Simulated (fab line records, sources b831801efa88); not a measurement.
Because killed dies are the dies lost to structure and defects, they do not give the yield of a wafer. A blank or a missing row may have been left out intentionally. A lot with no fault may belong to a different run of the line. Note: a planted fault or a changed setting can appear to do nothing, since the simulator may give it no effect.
Split-lot experiment ; flow sky130 ; 23 wafers read across 5 lots, on a route 708 steps long

SPLIT DETAILS
At SKY_POLY_GATE_COAT_08 (resist thk 450 nm), the setting resist-thk-nm was moved away from the recipe's 450 nm on 7 of the 23 wafers read, by -2.3% to +5.8%. The other wafers ran this setting at the recipe's value.

THE PATH FROM SPLIT TO READING: the file shows 1 step between them
- SKY_POLY_GATE_ETCH_16: etches Si3N4 in CH3F/O2, stops on poly-Si, time 147.5 s, target depth 75 nm (also split here: source-w)

THE READING
KrF-thick_of_POLY_GATE_COAT_08.thk-nm (the simulator's own value, which no gauge read), in nm, at SKY_POLY_GATE_ETCH_17 (etches poly-Si in HBr/Cl2, stops on SiO2, target depth 180 nm, time 70.5 s). The file gives no usual value for it. Average 142.0 nm, standard deviation 4.4 nm, over the 16 wafers here run with the recipe.

wafer;tool, chamber at the split;resist-thk-nm as run, nm;against the recipe;KrF-thick_of_POLY_GATE_COAT_08.thk-nm, nm;against lot-mates on the recipe
L074.1;litho-track-03, 0;450;recipe;147;-
L074.2;litho-track-03, 0;439.6;-2.3%;129.9;-13.6
L074.3;litho-track-03, 0;439.6;-2.3%;126.4;-17.1
L074.4;litho-track-03, 0;450;recipe;137.2;-
L074.5;litho-track-03, 0;450;recipe;146.3;-
L075.1;litho-track-01, 0;476;+5.8%;164.5;+23.3
L075.2;litho-track-01, 0;450;recipe;144.1;-
L075.3;litho-track-01, 0;450;recipe;140.7;-
L075.4;litho-track-01, 0;450;recipe;138.7;-
L075.5;litho-track-01, 0;476;+5.8%;165.1;+23.9
L077.1;litho-track-04, 0;459.1;+2.0%;148.3;-0.9
L077.2;litho-track-04, 0;459.1;+2.0%;150.1;+0.9
L077.3;litho-track-04, 0;450;recipe;152.1;-
L077.5;litho-track-04, 0;459.1;+2.0%;153.4;+4.2
L077.6;litho-track-04, 0;450;recipe;146.3;-
L078.3;litho-track-01, 0;450;recipe;140.3;-
L078.4;litho-track-01, 0;450;recipe;140.8;-
L078.5;litho-track-01, 0;450;recipe;145.8;-
L080.1;litho-track-04, 0;450;recipe;139.2;-
L080.2;litho-track-04, 0;450;recipe;136.5;-
L080.3;litho-track-04, 0;450;recipe;136.5;-
L080.4;litho-track-04, 0;450;recipe;142.2;-
L080.5;litho-track-04, 0;450;recipe;138.2;-

THE FIT
A straight line over all 23 wafers: KrF-thick_of_POLY_GATE_COAT_08.thk-nm changes by +4.31 nm for each +1% of resist-thk-nm; r = +0.90; the points scatter about the line by 4.1 nm.
The same after taking each lot's own level away (the mean of its wafers on the recipe; 23 wafers): +4.14 nm for each +1%; r = +0.90; scatter 3.9 nm.
According to that fit, moving resist-thk-nm by its largest amount changes the reading by 24 nm.
Measured against the standard deviation above, the lots' own levels, which go from 138.52 to 149.20 nm, span 2.4 times it.
The two slopes are in agreement: the lot-to-lot level therefore moves the slope only a little.
Check: +22 nm against its lot-mates is what the line predicts for one of the wafers moved furthest among these (+5.8%) when that wafer is left out of the fit. It came out at +23.3 nm against them.

OTHER SPLITS APPLIED TO THESE WAFERS
These wafers also went through other splits before the reading. Each is held against what the fit with the lots' levels taken away leaves over:
other split on the same wafers;wafers away from the commonest value;r with KrF-thick_of_POLY_GATE_COAT_08.thk-nm (lot level and that fit taken away)
SKY_POLY_GATE_CVD_03 pressure-mtorr;18;-0.25
SKY_POLY_GATE_ETCH_16 source-w;7;-0.01

THE WHOLE CHAIN: every reading that the file lists as answering this split, in the file's order
step;what it does;reading;change (the file's fit);r (the file's)
SKY_POLY_GATE_COAT_08;resist thk 450 nm;KrF-thick_of_POLY_GATE_COAT_08.thk-nm (the simulator's own value, which no gauge read);+4.4 nm for each +1% of the setting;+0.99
SKY_POLY_GATE_ETCH_16;etches Si3N4 in CH3F/O2, stops on poly-Si, time 147.5 s, target depth 75 nm;KrF-thick_of_POLY_GATE_COAT_08.thk-nm (the simulator's own value, which no gauge read);+4.16 nm for each +1% of the setting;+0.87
SKY_POLY_GATE_ETCH_17;etches poly-Si in HBr/Cl2, stops on SiO2, target depth 180 nm, time 70.5 s;KrF-thick_of_POLY_GATE_COAT_08.thk-nm (the simulator's own value, which no gauge read);+4.09 nm for each +1% of the setting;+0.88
SKY_POLY_GATE_STRIP_18;strips in O2/N2;strip-time-to-endpoint-s;withheld for each +1% of the setting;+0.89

THE FILE'S OWN FIT
KrF-thick_of_POLY_GATE_COAT_08.thk-nm changes by +4.09 nm for each +1% of resist-thk-nm, r = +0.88.
